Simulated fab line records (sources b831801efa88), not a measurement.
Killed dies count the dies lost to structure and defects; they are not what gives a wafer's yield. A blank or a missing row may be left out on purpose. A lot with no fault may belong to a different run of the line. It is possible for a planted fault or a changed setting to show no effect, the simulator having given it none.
What tool caused it?    flow sky130    Sampling: 6 lots, 18 wafers, 2 of 708 route steps

WHAT THE GAUGES READ, wafer by wafer
SKY_VIA1_BOW_MEAS_03.
lot   measured      on             VIA1_BOW (um)
L502  day 33 12:25  film metro-01  79 67 64
L504  day 35 03:28  film metro-04  93 64 74
L507  day 35 12:44  film metro-02  73 78 85
L518  day 38 19:22  film metro-01  68 84 75
L520  day 39 04:27  film metro-04  87 91 79
L522  day 39 17:53  film metro-01  81 71 72

WHICH TOOL RAN EACH LOT (tool, then ch and the chambers of the sampled wafers, then the start)
lot   SKY_METAL1_ETCH_18
L502  rie metal-01 ch 1, day 33 11:08
L504  rie metal-03 ch 0,1, day 35 02:12
L507  rie metal-04 ch 0,1, day 35 11:29
L518  rie metal-04 ch 0,1, day 38 18:02
L520  rie metal-04 ch 0,1, day 39 03:08
L522  rie metal-01 ch 0,1, day 39 16:39
- SKY_METAL1_ETCH_18: etches BARC in N2/H2, stops on SiO2, time 45.9 s, target depth 60 nm.

THE ANSWER, worked out from the rows above alone
Rule: usual is defined by the lots themselves. The widest of any qualifying gaps counts: lots, ordered by their means at a reading, are off when they make up no more than a third of the lots, leave a main group of 4 or more, and stand apart from it by 3 or more times the standard deviation of that group's means. The tables above print the reading to a certain number of digits; a main group whose means all agree to those digits is not used. Also off: a lot with no number at a reading for which 4 or more lots have one. The other lots that the step has rows for count as sound.
None of the lots is off at any reading shown; this tells nothing.

WHAT THE SIMULATOR HAD PUT IN
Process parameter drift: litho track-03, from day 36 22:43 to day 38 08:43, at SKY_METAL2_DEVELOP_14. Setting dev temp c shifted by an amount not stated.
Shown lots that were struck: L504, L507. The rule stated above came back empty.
